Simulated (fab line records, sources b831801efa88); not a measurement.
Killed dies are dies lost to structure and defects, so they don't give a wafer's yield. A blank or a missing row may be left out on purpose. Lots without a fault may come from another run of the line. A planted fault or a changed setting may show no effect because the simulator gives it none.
fab line records | flow sky130
record lots=24 wafers=72 last_day=50
route steps=708 shown CONTACT@420 METAL1@450 METAL3@534 PAD_OPEN@701
lots that met no fault: from a run of the same line without faults
start_h: hours from the record's first day to the start of the lot's first wafer shown | wait_h: hours since the lot's step before | " the same as in the row above | L1.1+2: a row that stands for several wafers | - no value, or no start given | * or withheld: withheld | < > ~ a bound
route shown NAME@n: a module of which the file shows steps, and the number in the route of the first | usual: mean/standard deviation of fault-free wafers | same: alike in all rows | chamber/n: place in a boat | sites: the reading at each site | _std_site: their standard deviation | _edge_site: outer sites' mean less inner sites' | radius_mm: how far each site lies from the wafer's centre | mask NAME#n: copy n | behind: the tool/chamber that last shaped the wafer | hold: why the lot was held/for how many hours/how that ended | device: the transistor (n, p or np) that didn't switch | end of line: the same wafers' tests at the end of the route | a step without rows: its recipe alone | killed: dies lost to structure and defects at the first sort, not the wafer's yield | map: a wafer's dies, x killed, . not, _ none there
set.NAME: the setting as run; set.NAME@STEP: as run at that earlier step | model.NAME: the simulator's own value behind a step, which no gauge read
steps of the route over a sample of lots; a table a step, a row a wafer
services: from which hour (start_h, from the record's first day; less than 0 if before it) a tool's chamber was out of use, for how many hours, and why
## steps
# step SKY_CONTACT_CD_MEAS_14
# recipe target_cd_nm=170
# usual cd_nm=169.9/1.3
# columns lot.wafer tool chamber start_h wait_h cd_nm
L074.1 cd_sem-01 - 736.14 - 169.2
L074.3 " - " " 168.0
L074.4 " - " " 170.2
L075.1 cd_sem-02 - 737.29 - 169.1
L075.2 " - " " 169.2
L075.5 " - " " 168.9
L076.1 cd_sem-01 - 754.45 - 168.3
L076.4 " - " " 169.4
L076.5 " - " " 170.4
L077.1 cd_sem-02 - 760.39 - 170.4
L077.4 " - " " 169.4
L077.6 " - " " 170.6
L078.2 cd_sem-01 - 762.56 - 171.2
L078.4 " - " " 170.5
L078.5 " - " " 171.2
L080.3 cd_sem-01 - 780.48 - 169.6
L080.4 " - " " 169.2
L080.6 " - " " 169.2
L079.2 cd_sem-02 - 784.57 - 170.0
L079.4 " - " " 170.3
L079.6 " - " " 170.8
L081.3 cd_sem-02 - 806.88 - 168.1
L081.4 " - " " 168.4
L081.5 " - " " 167.3
L082.3 cd_sem-02 - 807.88 - 172.7
L082.4 " - " " 172.4
L082.6 " - " " 173.1
L083.1 cd_sem-02 - 809.48 - 171.4
L083.4 " - " " 171.3
L083.5 " - " " 169.9
L084.2 cd_sem-02 - 817.55 - 169.1
L084.3 " - " " 168.1
L084.5 " - " " 169.0
L085.1 cd_sem-01 - 829.18 - 170.8
L085.2 " - " " 171.6
L085.6 " - " " 171.7
L086.2 cd_sem-01 - 836.86 - 170.1
L086.4 " - " " 168.6
L086.5 " - " " 170.0
L087.3 cd_sem-01 - 842.02 - 170.7
L087.4 " - " " 170.2
L087.6 " - " " 171.4
L088.2 cd_sem-02 - 843.72 - 171.0
L088.3 " - " " 170.5
L088.6 " - " " 170.7
L089.2 cd_sem-01 - 851.93 - 168.6
L089.3 " - " " 169.5
L089.4 " - " " 169.6
L090.1 cd_sem-01 - 858.25 - 168.4
L090.2 " - " " 169.7
L090.6 " - " " 168.4
L091.1 cd_sem-01 - 867.14 - 170.7
L091.2 " - " " 171.0
L091.5 " - " " 171.2
L092.1 cd_sem-02 - 877.38 - 169.9
L092.4 " - " " 170.8
L092.6 " - " " 168.5
L093.1 cd_sem-01 - 883.35 - 168.8
L093.3 " - " " 169.7
L093.6 " - " " 169.2
L094.2 cd_sem-02 - 884.41 - 169.5
L094.3 " - " " 169.1
L094.6 " - " " 169.2
L095.4 cd_sem-01 - 891.30 - 169.1
L095.5 " - " " 169.6
L095.6 " - " " 168.5
L096.3 cd_sem-01 - 896.12 - 169.1
L096.4 " - " " 170.5
L096.6 " - " " 169.5
L097.2 cd_sem-02 - 907.81 - 171.5
L097.3 " - " " 172.5
L097.5 " - " " 172.2
# step SKY_CONTACT_THK_MEAS_26
# recipe thk_meas_gauge=xrf reads=W_of_CONTACT_CVD_24
# usual CONTACT_W_THK=334/6.9
# columns lot.wafer tool chamber start_h wait_h CONTACT_W_THK[nm]
L074.1 film_metro-02 - 737.31 0.1 339
L074.3 " - " " 339
L074.4 " - " " 336
L075.1 film_metro-03 - 738.50 0.1 328
L075.2 " - " " 325
L075.5 " - " " 327
L076.1 film_metro-01 - 755.62 0.1 331
L076.4 " - " " 329
L076.5 " - " " 332
L077.1 film_metro-03 - 761.63 0.1 324
L077.4 " - " " 323
L077.6 " - " " 327
L078.2 film_metro-02 - 763.76 0.1 337
L078.4 " - " " 332
L078.5 " - " " 336
L080.3 film_metro-01 - 781.63 0.1 332
L080.4 " - " " 333
L080.6 " - " " 337
L079.2 film_metro-01 - 785.73 0.1 334
L079.4 " - " " 336
L079.6 " - " " 335
L081.3 film_metro-03 - 808.08 0.1 344
L081.4 " - " " 327
L081.5 " - " " 327
L082.3 film_metro-01 - 809.13 0.1 328
L082.4 " - " " 333
L082.6 " - " " 334
L083.1 film_metro-03 - 810.74 0.1 343
L083.4 " - " " 344
L083.5 " - " " 332
L084.2 film_metro-03 - 818.75 0.1 326
L084.3 " - " " 331
L084.5 " - " " 324
L085.1 film_metro-03 - 830.49 0.1 333
L085.2 " - " " 344
L085.6 " - " " 330
L086.2 film_metro-02 - 838.08 0.1 336
L086.4 " - " " 327
L086.5 " - " " 336
L087.3 film_metro-03 - 843.57 0.1 336
L087.4 " - " " 349
L087.6 " - " " 340
L088.2 film_metro-03 - 844.92 0.1 332
L088.3 " - " " 334
L088.6 " - " " 332
L089.2 film_metro-02 - 853.12 0.1 349
L089.3 " - " " 338
L089.4 " - " " 345
L090.1 film_metro-03 - 859.43 0.1 333
L090.2 " - " " 332
L090.6 " - " " 334
L091.1 film_metro-03 - 868.37 0.1 344
L091.2 " - " " 334
L091.5 " - " " 339
L092.1 film_metro-01 - 878.55 0.1 348
L092.4 " - " " 343
L092.6 " - " " 334
L093.1 film_metro-03 - 884.88 0.1 343
L093.3 " - " " 335
L093.6 " - " " 344
L094.2 film_metro-03 - 886.02 0.1 321
L094.3 " - " " 323
L094.6 " - " " 329
L095.4 film_metro-02 - 892.44 0.1 335
L095.5 " - " " 335
L095.6 " - " " 330
L096.3 film_metro-03 - 897.61 0.1 333
L096.4 " - " " 345
L096.6 " - " " 333
L097.2 film_metro-02 - 908.98 0.1 334
L097.3 " - " " 329
L097.5 " - " " 332
# step SKY_CONTACT_CMP_27
# recipe stop_on=SiO2 t_overpolish_s=15 down_force_psi=3.5 platen_rpm=60 target_thk_nm=0 pad_velocity_m_s=0.94248
# usual motor_current_A=11.0/1.1 overpolish_run_s=14.999/0.0088 time_to_endpoint_s=82/4.7
# columns lot.wafer tool chamber start_h wait_h motor_current_A overpolish_run_s time_to_endpoint_s
L074.3 cmp-02 2 737.37 0.0 11.3 15.001 84
L074.4 " 3 " " 13.5 14.999 81
L074.1 " 1 " " 10.6 14.996 88
L075.1 cmp-02 0 738.61 0.1 9.9 14.999 77
L075.2 " 2 " " 11.2 14.977 83
L075.5 " 3 " " 12.6 15.003 81
L076.1 cmp-02 0 755.78 0.1 10.1 15.005 76
L076.4 " 1 " " 11.1 14.993 91
L076.5 " 2 " " 12.1 15.014 82
L077.1 cmp-02 0 761.79 0.1 10.0 14.995 79
L077.4 " 1 " " 10.7 15.003 87
L077.6 " 2 " " 12.1 15.029 81
L078.2 cmp-02 2 763.86 0.1 11.8 15.008 87
L078.4 " 0 " " 9.4 14.992 81
L078.5 " 2 " " 11.6 14.988 84
L080.3 cmp-01 3 781.77 0.1 9.9 14.989 77
L080.4 " 0 " " 11.8 14.997 79
L080.6 " 1 " " 10.0 15.016 78
L079.2 cmp-01 3 785.78 0.0 10.3 15.001 80
L079.4 " 0 " " 11.2 14.996 80
L079.6 " 3 " " 10.0 14.994 84
L081.3 cmp-02 0 808.22 0.1 10.4 14.990 85
L081.4 " 1 " " 11.3 15.000 90
L081.5 " 3 " " 13.1 14.994 82
L082.4 cmp-01 2 809.17 0.0 9.6 14.987 78
L082.3 " 0 " " 11.0 14.993 76
L082.6 " 3 " " 10.1 14.991 80
L083.4 cmp-01 0 810.90 0.1 11.3 15.002 89
L083.1 " 1 " " 9.5 14.995 82
L083.5 " 3 " " 10.4 15.001 83
L084.3 cmp-02 1 818.80 0.0 10.9 15.012 84
L084.2 " 3 " " 13.9 14.988 78
L084.5 " 2 " " 11.3 14.989 80
L085.2 cmp-01 1 830.60 0.1 9.4 14.996 82
L085.1 " 2 " " 9.8 14.999 76
L085.6 " 1 " " 9.5 14.997 75
L086.4 cmp-02 3 838.23 0.1 13.3 15.008 78
L086.2 " 0 " " 10.1 14.993 78
L086.5 " 2 " " 11.1 15.007 84
L087.3 cmp-02 1 843.61 0.0 10.9 14.988 91
L087.4 " 3 " " 13.2 15.011 85
L087.6 " 1 " " 10.6 14.999 92
L088.3 cmp-02 0 845.02 0.1 10.4 15.007 79
L088.2 " 1 " " 10.8 14.996 88
L088.6 " 0 " " 10.1 14.991 75
L089.3 cmp-01 0 853.17 0.0 11.8 14.992 86
L089.2 " 1 " " 9.9 15.001 83
L089.4 " 3 " " 10.5 14.999 86
L090.1 cmp-02 0 859.49 0.1 10.1 15.004 79
L090.2 " 1 " " 11.3 15.003 86
L090.6 " 1 " " 10.4 14.999 88
L091.1 cmp-02 2 868.53 0.1 11.3 14.984 83
L091.2 " 3 " " 12.7 15.010 78
L091.5 " 1 " " 11.2 15.004 92
L092.4 cmp-01 0 878.66 0.1 11.4 14.990 79
L092.1 " 2 " " 9.3 15.001 81
L092.6 " 3 " " 10.4 14.999 78
L093.3 cmp-02 2 884.94 0.0 11.1 15.013 89
L093.1 " 3 " " 12.2 14.991 87
L093.6 " 3 " " 13.2 14.995 85
L094.3 cmp-01 3 886.07 0.0 10.4 14.988 79
L094.2 " 2 " " 10.1 14.992 74
L094.6 " 3 " " 10.1 15.013 81
L095.4 cmp-02 3 892.62 0.2 13.3 15.005 82
L095.5 " 0 " " 9.9 14.999 81
L095.6 " 1 " " 11.5 14.990 89
L096.4 cmp-02 2 897.65 0.0 11.6 14.989 89
L096.3 " 1 " " 11.0 14.990 91
L096.6 " 3 " " 12.5 15.000 78
L097.3 cmp-01 0 909.03 0.0 11.7 14.987 84
L097.2 " 3 " " 9.9 15.018 82
L097.5 " 0 " " 11.3 15.014 83
# step SKY_METAL1_OVL_MEAS_16
# usual METAL1_OVL=-4/5.7
# columns lot.wafer tool chamber start_h wait_h METAL1_OVL[nm]
L074.1 overlay-02 - 765.11 0.1 -10
L074.3 " - " " -7
L074.4 " - " " -13
L075.1 overlay-02 - 766.41 0.1 -5
L075.2 " - " " -3
L075.5 " - " " -6
L076.1 overlay-02 - 783.03 0.1 5
L076.4 " - " " -5
L076.5 " - " " -4
L077.1 overlay-02 - 788.78 0.1 -2
L077.4 " - " " -8
L077.6 " - " " -3
L078.2 overlay-01 - 790.55 0.1 7
L078.4 " - " " -4
L078.5 " - " " -3
L080.3 overlay-02 - 809.26 0.1 -1
L080.4 " - " " 2
L080.6 " - " " 1
L079.2 overlay-02 - 812.52 0.1 1
L079.4 " - " " -2
L079.6 " - " " -2
L081.3 overlay-01 - 835.11 0.1 -7
L081.4 " - " " -11
L081.5 " - " " -5
L082.3 overlay-02 - 836.06 0.1 -7
L082.4 " - " " -4
L082.6 " - " " -4
L083.1 overlay-02 - 837.61 0.1 -15
L083.4 " - " " -12
L083.5 " - " " -17
L084.2 overlay-02 - 846.59 0.1 2
L084.3 " - " " -2
L084.5 " - " " -1
L085.1 overlay-01 - 857.25 0.1 -5
L085.2 " - " " -3
L085.6 " - " " -7
L086.2 overlay-01 - 864.45 0.1 -7
L086.4 " - " " -6
L086.5 " - " " -2
L087.3 overlay-02 - 870.06 0.1 -13
L087.4 " - " " -9
L087.6 " - " " -1
L088.2 overlay-01 - 871.59 0.1 -2
L088.3 " - " " -3
L088.6 " - " " 3
L089.2 overlay-02 - 880.34 0.1 0
L089.3 " - " " 6
L089.4 " - " " -6
L090.1 overlay-02 - 886.03 0.1 3
L090.2 " - " " 7
L090.6 " - " " 5
L091.1 overlay-02 - 894.51 0.1 -11
L091.2 " - " " -13
L091.5 " - " " -9
L092.1 overlay-01 - 904.28 0.1 -1
L092.4 " - " " -10
L092.6 " - " " -9
L093.1 overlay-02 - 910.73 0.1 6
L093.3 " - " " 4
L093.6 " - " " 0
L094.2 overlay-01 - 912.10 0.1 2
L094.3 " - " " -2
L094.6 " - " " -2
L095.4 overlay-01 - 917.71 0.1 -8
L095.5 " - " " -11
L095.6 " - " " -4
L096.3 overlay-02 - 923.26 0.1 0
L096.4 " - " " -4
L096.6 " - " " -4
L097.2 overlay-01 - 933.95 0.1 -13
L097.3 " - " " -15
L097.5 " - " " -11
# step SKY_METAL3_SPUTTER_02
# recipe material=AlCu target_thk_nm=735 power_w=10600 time_s=39.1 chamber_pressure_pa=0.4
# usual throttle_valve_pct=30.1/0.8
# same time_s=39.1
# columns lot.wafer tool chamber start_h wait_h throttle_valve_pct
L074.1 pvd_sputter-01 - 851.62 0.0 30.0
L074.3 " - " " 28.2
L074.4 " - " " 30.2
L075.1 pvd_sputter-01 - 852.59 0.0 29.7
L075.2 " - " " 30.0
L075.5 " - " " 28.4
L076.1 pvd_sputter-03 - 867.51 0.0 31.0
L076.4 " - " " 30.8
L076.5 " - " " 31.4
L077.1 pvd_sputter-03 - 874.78 0.0 31.5
L077.4 " - " " 30.8
L077.6 " - " " 30.7
L078.2 pvd_sputter-03 - 875.72 0.0 30.6
L078.4 " - " " 31.4
L078.5 " - " " 30.6
L080.3 pvd_sputter-03 - 894.53 0.0 30.8
L080.4 " - " " 30.6
L080.6 " - " " 31.4
L079.2 pvd_sputter-02 - 897.38 0.0 29.8
L079.4 " - " " 29.9
L079.6 " - " " 29.5
L081.3 pvd_sputter-02 - 919.82 0.0 30.4
L081.4 " - " " 30.7
L081.5 " - " " 29.8
L082.3 pvd_sputter-01 - 920.13 0.0 30.0
L082.4 " - " " 28.6
L082.6 " - " " 29.9
L083.1 pvd_sputter-02 - 920.69 0.0 29.8
L083.4 " - " " 29.7
L083.5 " - " " 29.9
L084.2 pvd_sputter-03 - 929.92 0.0 30.8
L084.3 " - " " 31.3
L084.5 " - " " 31.5
L085.1 pvd_sputter-03 - 939.42 0.0 31.0
L085.2 " - " " 30.5
L085.6 " - " " 30.7
L086.2 pvd_sputter-01 - 947.48 0.0 30.0
L086.4 " - " " 28.3
L086.5 " - " " 30.2
L087.3 pvd_sputter-02 - 951.55 0.0 29.8
L087.4 " - " " 29.7
L087.6 " - " " 30.1
L088.2 pvd_sputter-02 - 952.49 0.0 30.0
L088.3 " - " " 29.8
L088.6 " - " " 29.6
L089.2 pvd_sputter-03 - 960.05 0.0 31.5
L089.3 " - " " 31.2
L089.4 " - " " 30.5
L090.1 pvd_sputter-02 - 967.64 0.0 29.6
L090.2 " - " " 29.7
L090.6 " - " " 29.7
L091.1 pvd_sputter-01 - 973.53 0.0 29.9
L091.2 " - " " 29.7
L091.5 " - " " 30.1
L092.1 pvd_sputter-03 - 983.30 0.0 31.2
L092.4 " - " " 31.7
L092.6 " - " " 30.8
L093.1 pvd_sputter-02 - 989.17 0.0 30.1
L093.3 " - " " 30.4
L093.6 " - " " 29.4
L094.2 pvd_sputter-01 - 991.48 0.0 30.2
L094.3 " - " " 28.2
L094.6 " - " " 29.6
L095.4 pvd_sputter-02 - 994.73 0.0 29.8
L095.5 " - " " 29.9
L095.6 " - " " 30.4
L096.3 pvd_sputter-01 - 1001.76 0.0 29.8
L096.4 " - " " 28.3
L096.6 " - " " 28.7
L097.2 pvd_sputter-01 - 1012.34 0.0 30.1
L097.3 " - " " 28.7
L097.5 " - " " 28.5
# step SKY_PAD_OPEN_ETCH_07
# recipe chemistry=CF4/O2 target_depth_nm=725 stop_on=AlCu source_w=800 bias_w=150 pressure_mtorr=150 cf4_flow_sccm=80 O2_flow_sccm=10 time_s=161.1
# usual bias_w=150.0/0.43 drypump_motor_current_A=5.5/0.45 oes_product_au=0.974/0.0072 throttle_valve_pct=5.963/0.0096
# same time_s=161.1
# columns lot.wafer tool chamber start_h wait_h bias_w drypump_motor_current_A oes_product_au rf_hours_counter_h throttle_valve_pct
L074.1 rie_diel-03 0 1073.87 - 149.8 5.3 0.988 17 5.967
L074.3 " 3 " " 150.2 5.1 0.958 12 5.960
L074.4 " 2 " " 149.6 6.1 0.982 25 5.956
L075.1 rie_diel-02 3 1074.38 - 150.1 5.2 0.972 8 5.970
L075.2 " 2 " " 149.8 5.3 0.968 11 5.950
L075.5 " 2 " " 149.7 5.3 0.984 - 5.969
L076.1 rie_diel-02 1 1087.12 - 149.9 6.0 0.977 26 5.973
L076.4 " 3 " " 149.4 5.2 0.987 8 5.964
L076.5 " 2 " " 150.3 5.3 0.975 - 5.949
L077.1 rie_diel-04 0 1093.44 - 150.0 4.9 0.966 21 5.957
L077.4 " 3 " " 150.3 5.0 0.984 9 5.962
L077.6 " 3 " " 149.9 5.0 0.972 - 5.965
L078.2 rie_diel-04 0 1094.57 - 149.6 4.9 0.960 21 5.956
L078.4 " 1 " " 150.0 5.6 0.980 15 5.971
L078.5 " 2 " " 150.1 5.8 0.987 - 5.976
L080.3 rie_diel-04 1 1109.12 - 150.0 5.5 0.968 15 5.975
L080.4 " 0 " " 149.6 4.9 0.975 22 5.953
L080.6 " 2 " " 149.5 5.8 0.985 - 5.962
L079.2 rie_diel-04 0 1111.88 - 150.1 4.9 0.969 22 5.956
L079.4 " 3 " " 150.4 5.0 0.984 10 5.973
L079.6 " 3 " " 149.7 5.0 0.982 - 5.968
L081.3 rie_diel-03 1 1126.58 - 150.2 6.2 0.967 29 5.978
L081.4 " 0 " " 150.4 5.3 0.988 19 5.963
L081.5 " 0 " " 150.4 5.3 0.972 - 5.964
L082.3 rie_diel-03 0 1129.04 - 149.0 5.3 0.972 20 5.964
L082.4 " 3 " " 150.2 5.1 0.976 14 5.973
L082.6 " 0 " " 149.4 5.3 0.975 - 5.955
L083.1 rie_diel-03 1 1130.33 - 149.9 6.2 0.957 29 5.959
L083.4 " 0 " " 150.6 5.3 0.968 20 5.948
L083.5 " 3 " " 150.2 5.1 0.975 - 5.963
L084.2 rie_diel-04 2 1135.99 - 150.2 5.7 0.978 16 5.978
L084.3 " 1 " " 150.7 5.6 0.968 17 5.959
L084.5 " 0 " " 149.8 4.9 0.979 - 5.973
L085.1 rie_diel-03 1 1143.29 - 149.9 6.2 0.968 30 5.971
L085.2 " 2 " " 149.8 6.1 0.982 28 5.969
L085.6 " 2 " " 149.5 6.1 0.981 - 5.947
L086.2 rie_diel-02 2 1149.87 - 149.4 5.3 0.971 13 5.968
L086.4 " 1 " " 150.5 6.0 0.959 28 5.931
L086.5 " 1 " " 150.5 6.0 0.969 - 5.963
L087.3 rie_diel-03 0 1153.62 - 150.1 5.3 0.983 21 5.961
L087.4 " 3 " " 150.2 5.1 0.968 - 5.956
L087.6 " 0 " " 150.2 5.3 0.984 - 5.972
L088.2 rie_diel-03 0 1155.47 - 150.7 5.3 0.980 21 5.965
L088.3 " 1 " " 149.9 6.2 0.963 31 5.962
L088.6 " 0 " " 149.7 5.3 0.975 - 5.984
L089.2 rie_diel-03 1 1158.73 - 151.0 6.2 0.977 31 5.961
L089.3 " 0 " " 149.9 5.3 0.979 21 5.953
L089.4 " 3 " " 149.9 5.0 0.971 16 5.973
L090.1 rie_diel-04 1 1164.27 - 150.5 5.6 0.975 17 5.955
L090.2 " 0 " " 149.3 4.9 0.972 24 5.965
L090.6 " 3 " " 151.2 5.0 0.971 - 5.949
L091.1 rie_diel-04 3 1169.08 - 150.6 5.0 0.972 12 5.974
L091.2 " 2 " " 150.8 5.8 0.969 17 5.973
L091.5 " 1 " " 149.5 5.6 0.985 - 5.967
L092.1 rie_diel-03 1 1175.47 - 150.4 6.2 0.975 32 5.965
L092.4 " 2 " " 149.9 6.1 0.976 29 5.970
L092.6 " 3 " " 150.4 5.1 0.972 - 5.972
L093.1 rie_diel-02 3 1180.37 - 150.2 5.2 0.967 12 5.952
L093.3 " 2 " " 150.3 5.3 0.971 14 5.941
L093.6 " 0 " " 150.0 5.3 0.976 - 5.957
L094.2 rie_diel-03 3 1181.24 - 149.7 5.1 0.964 17 5.958
L094.3 " 1 " " 149.8 6.2 0.974 32 5.962
L094.6 " 3 " " 149.6 5.1 0.972 - 5.961
L095.4 rie_diel-02 1 1183.99 - 150.0 6.0 0.976 30 5.965
L095.5 " 0 " " 150.2 5.3 0.982 - 5.934
L095.6 " 3 " " 150.3 5.2 0.983 - 5.980
L096.3 rie_diel-03 2 1188.82 - 150.4 6.1 0.971 30 5.964
L096.4 " 1 " " 150.1 6.2 0.965 32 5.958
L096.6 " 0 " " 150.2 5.3 0.972 - 5.955
L097.2 rie_diel-03 2 1197.64 - 150.3 6.1 0.963 30 5.972
L097.3 " 3 " " 149.6 5.1 0.976 17 5.961
L097.5 " 1 " " 149.7 6.2 0.977 - 5.964
## services
# columns tool chamber start_h hours kind
cmp-01 - 725.82 3.5 repair
cmp-01 - 737.27 2.6 repair
cmp-01 - 744.15 4.0 pm
rie_diel-03 2 801.36 4.8 repair
cmp-01 - 817.20 0.9 repair
cmp-01 - 831.09 2.7 repair
cmp-01 - 835.00 17.5 pm
rie_diel-03 - 883.17 2.8 pm
cmp-02 - 912.53 4.0 pm
cmp-01 - 934.22 7.1 pm
cmp-02 - 946.04 0.3 repair
cmp-02 - 958.98 1.1 repair
rie_diel-03 - 959.63 0.5 repair
rie_diel-03 0 1027.24 18.4 repair
cmp-02 - 1039.52 1.0 repair
cmp-02 - 1053.24 7.1 pm
cmp-01 - 1084.15 4.0 pm
rie_diel-03 2 1133.58 9.2 repair
rie_diel-03 3 1139.52 2.4 repair
rie_diel-03 1 1151.79 2.6 repair
cmp-02 - 1160.42 2.5 repair
rie_diel-03 3 1165.88 5.7 repair
cmp-02 - 1183.72 4.0 pm
rie_diel-03 0 1194.20 6.1 repair
## key
fault none
